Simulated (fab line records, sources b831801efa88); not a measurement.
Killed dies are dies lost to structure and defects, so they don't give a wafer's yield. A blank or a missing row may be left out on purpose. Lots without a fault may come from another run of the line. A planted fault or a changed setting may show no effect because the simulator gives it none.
Which tool did it? | flow sky130 | 7 lots, 21 wafers sampled, at 3 steps of a route of 708

WHAT THE GAUGES READ, wafer by wafer
SKY_VT_ADJUST_HVTP_CD_MEAS_07: target cd 380 nm.
lot  | measured     | on        | cd_nm (nm)
L196 | day 6 10:35  | cd_sem-01 | 381.5 383.4 381.2
L202 | day 8 02:29  | cd_sem-02 | 380.7 383.1 383.1
L206 | day 8 23:05  | cd_sem-01 | - - -
L209 | day 9 17:03  | cd_sem-02 | 377.1 377.3 375.1
L211 | day 10 07:19 | cd_sem-02 | 379.0 381.0 379.7
L216 | day 11 17:37 | cd_sem-01 | 379.9 379.4 379.4
L218 | day 12 14:04 | cd_sem-02 | 380.9 379.7 380.1

WHICH TOOL RAN EACH LOT (tool, then ch and the chambers of the sampled wafers, then the start)
lot  | SKY_FIELD_ISO_CMP_27         | SKY_VT_ADJUST_HVTP_DEVELOP_06
L196 | cmp-01 ch 2,3, day 2 17:48   | litho_track-04 ch 0, day 6 10:26
L202 | cmp-02 ch 1,2, day 4 01:40   | litho_track-03 ch 0, day 8 02:20
L206 | cmp-02 ch 0,3, day 4 19:35   | litho_track-01 ch 0, day 8 22:56
L209 | cmp-01 ch 1,2, day 5 10:21   | litho_track-04 ch 0, day 9 16:55
L211 | cmp-01 ch 1,2,3, day 5 21:16 | litho_track-03 ch 0, day 10 07:10
L216 | cmp-01 ch 0,3, day 6 23:02   | litho_track-03 ch 0, day 11 17:29
L218 | cmp-02 ch 1,3, day 7 16:05   | litho_track-03 ch 0, day 12 13:55
- SKY_FIELD_ISO_CMP_27: polishes, stops on Si3N4, t overpolish 16 s, target thk 457.8 nm.
- SKY_VT_ADJUST_HVTP_DEVELOP_06: develop time 60 s.

THE ANSWER, worked out from the rows above alone
Rule: what is usual is taken from the lots themselves. Put in order of their means at a reading, lots are off if they are a third of the lots or fewer, leave a main group of 4 or more, and stand apart from it by a gap of 3 or more times the standard deviation of the main group's means; of several such gaps the widest counts. A main group whose means are all the same, to the digits that the tables above print for the reading, isn't used. A lot without any number at a reading at which 4 lots or more have one is off too. The other lots that the step has rows for count as sound.
Off: L206, at SKY_VT_ADJUST_HVTP_CD_MEAS_07 (cd_nm). Without a number there: L206. The main group: mean 380.1 nm, standard deviation 1.9.
A tool fits if, at a process step before that reading, it ran every lot that is off, and no sound lot after the first of them. The gauges at SKY_VT_ADJUST_HVTP_CD_MEAS_07 are tried like those tools. One fits: litho_track-01 at SKY_VT_ADJUST_HVTP_DEVELOP_06. It ran no sound lot before its first lot that is off in this sample, so the start can't be narrowed down.

WHAT THE SIMULATOR HAD PUT IN
Process parameter drift: litho_track-01, from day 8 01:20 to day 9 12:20, at SKY_VT_ADJUST_HVTP_DEVELOP_06. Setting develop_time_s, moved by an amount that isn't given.
Lots struck among those shown: L206. The rule above found the same.
